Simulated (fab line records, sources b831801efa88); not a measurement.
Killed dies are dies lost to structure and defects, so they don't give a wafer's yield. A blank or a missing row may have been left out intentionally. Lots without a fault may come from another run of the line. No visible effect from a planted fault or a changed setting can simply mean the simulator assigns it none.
Which tool did it? || flow gf180mcu || 11 lots (33 wafers sampled), 1 step of a 602-step route

## WHAT EACH GAUGE READ, for each wafer
GF_V1_OVL_MEAS_15.
{"lot": "L752", "measured": "day 18 11:21", "on": "overlay-01", "V1_OVL (nm)": "1 3 4"}
{"lot": "L753", "measured": "day 18 17:08", "on": "overlay-02", "V1_OVL (nm)": "1 7 2"}
{"lot": "L756", "measured": "day 20 00:46", "on": "overlay-02", "V1_OVL (nm)": "11 7 4"}
{"lot": "L758", "measured": "day 20 16:28", "on": "overlay-02", "V1_OVL (nm)": "5 3 1"}
{"lot": "L759", "measured": "day 20 21:22", "on": "overlay-01", "V1_OVL (nm)": "10 4 4"}
{"lot": "L760", "measured": "day 21 14:14", "on": "overlay-01", "V1_OVL (nm)": "3 13 7"}
{"lot": "L761", "measured": "day 21 21:52", "on": "overlay-01", "V1_OVL (nm)": "-4 0 2"}
{"lot": "L764", "measured": "day 23 07:46", "on": "overlay-02", "V1_OVL (nm)": "9 10 4"}
{"lot": "L767", "measured": "day 24 06:06", "on": "overlay-02", "V1_OVL (nm)": "-6 -2 1"}
{"lot": "L768", "measured": "day 24 11:05", "on": "overlay-01", "V1_OVL (nm)": "6 11 4"}
{"lot": "L769", "measured": "day 24 17:03", "on": "overlay-01", "V1_OVL (nm)": "-1 -4 -7"}

## EACH LOT AND THE TOOL THAT RAN IT (in order: tool; ch and the chambers of the sampled wafers; start)
The record holds no process step before these readings.

## THE ANSWER, worked out from the rows above alone
Rule: what is usual is taken from the lots themselves. The widest of any qualifying gaps counts: lots, ordered by their means at a reading, are off when they make up no more than a third of the lots, leave a main group of 4 or more, and stand apart from it by 3 or more times the standard deviation of that group's means. The tables above print the reading to a certain number of digits; a main group whose means all agree to those digits is not used. Also off: a lot with no number at a reading for which 4 or more lots have one. All remaining lots with rows at the step are treated as sound.
None of the lots is off at any reading shown; this tells nothing.

## WHAT WAS PUT IN BY THE SIMULATOR
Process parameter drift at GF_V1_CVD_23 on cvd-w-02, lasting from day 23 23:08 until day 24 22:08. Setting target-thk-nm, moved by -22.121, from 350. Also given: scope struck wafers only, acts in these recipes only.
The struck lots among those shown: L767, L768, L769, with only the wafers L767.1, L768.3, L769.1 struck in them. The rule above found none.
